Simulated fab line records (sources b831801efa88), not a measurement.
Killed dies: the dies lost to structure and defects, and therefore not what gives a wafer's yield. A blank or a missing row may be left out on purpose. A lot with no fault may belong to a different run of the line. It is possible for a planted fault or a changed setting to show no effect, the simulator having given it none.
A struck lot beside a sound one    flow gf180mcu    16 steps out of a route of 602
Sound: wafers L330.2, L330.5, L330.6. The struck wafers were L324.1, L324.5, L324.6. The cause is named last.
Per side, at each step with rows, come the tool, then ch with its chambers, and then its first start. Under that, the readings that differ: sound wafers    struck wafers    difference of the means    sigmas: that difference in standard deviations of wafers without a fault.
alike: a reading whose means differ by less than 2 such deviations, as well as words and numbers matching on both sides. not compared: withheld readings; readings where some wafer has no value; bounds like >300 that might hide an equal value; numbers whose values overlap and for which the record gives no deviation.
The two part at a step that has a row with sigmas, a row that says differs or no value, or rows on one side only. Numbers that don't overlap but have no deviation are shown without sigmas and don't part them. A reading that every wafer of one side lacks parts them only if that side has two wafers or more.

first, 3 steps without rows for these wafers: GF_V2_EXPOSE_11 (exposes mask Via2, target cd 260 nm); GF_V2_PEB_12 (peb time 90 s); GF_V2_DEVELOP_13 (develop time 60 s).
GF_V2_CD_MEAS_14: the cd target is 260 nm.
  struck on cd sem-02, day 24 04:56; sound on cd sem-02, day 26 05:32
  alike: cd nm
GF_V2_OVL_MEAS_15:
  struck on overlay-02, day 24 05:04; sound on overlay-01, day 26 05:39
  alike: V2_OVL
GF_V2_ETCH_16: etches BARC in N2/H2.
  sound on rie diel-01 ch 1,2,3, day 26 05:41; struck on rie diel-01 ch 1,3, day 24 05:05
  alike: drypump motor current A, oes product au, throttle valve pct
GF_V2_ETCH_17: etches SiO2 in C4F8/O2/Ar, stops on TiN, target depth 630 nm.
  sound: rie diel-01 ch 1,2,3; struck: rie diel-01 ch 1,3
  alike: oes product au
GF_V2_STRIP_18: strips in O2/N2.
  sound on plasma asher-04 ch 0,1, day 26 05:49; struck on plasma asher-01 ch 0,1, day 24 05:13
  alike: drypump motor current A, heater power w, oes product au
  not compared: rf hours counter h
then, 2 steps without rows for these wafers: GF_V2_STRIP_19 (strips in post etch residue remover, time 1200 s); GF_V2_CLEAN_20 (cleans in DIW).
GF_V2_SPUTTER_21: material Ti, target thk 15 nm, time 80.02 s.
  struck on pvd sputter-03, day 24 05:46; sound on pvd sputter-03, day 26 06:22
  alike: throttle valve pct
GF_V2_SPUTTER_22: material TiN, target thk 10 nm, time 40 s.
  struck on pvd sputter-03, day 24 05:50; sound on pvd sputter-03, day 26 06:26
  alike: throttle valve pct
GF_V2_CVD_23: deposits W, target thk 350 nm, time 104.94 s.
  sound on cvd w-01 ch 0,1, day 26 06:28; struck on cvd w-02 ch 1, day 24 05:52
  no value came back on the struck wafers for chamber pressure Torr (Torr), heater power outer w (W), heater power w (W); on the sound wafers chamber pressure Torr (Torr) reads 40.03 39.95 39.93
  not compared: since wet clean h
GF_V2_RS_MEAS_24: measures by four-point-probe.
  struck on film metro-04, day 24 06:05; sound on film metro-03, day 26 06:37
reading           sound              struck                difference  sigmas
V2_W_RS (ohm/sq)  0.325 0.327 0.316  43.601 44.211 44.556  +43.800     +99 or more
GF_V2_THK_MEAS_25: measures by xrf.
  struck on film metro-04, day 24 06:13; sound on film metro-03, day 26 06:43
  not compared: V2_W_THK
GF_V2_CMP_26: polishes, stops on SiO2, t overpolish 15 s, target thk 0 nm.
  sound on cmp-02 ch 2,3, day 26 06:49; struck on cmp-02 ch 0,1,2, day 24 06:25
reading                 sound     struck  difference  sigmas
time to endpoint s (s)  80 82 78  4 0 2   -78         -16
  alike: motor current A, platen rpm

== WHERE THEY PART ==
Last at GF_V2_CMP_26 as far as this record goes, first at GF_V2_CVD_23.

WHY: what the simulator had put in
Skipped step whole: cvd w-02, from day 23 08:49 on, at GF_V2_CVD_23. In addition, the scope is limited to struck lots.
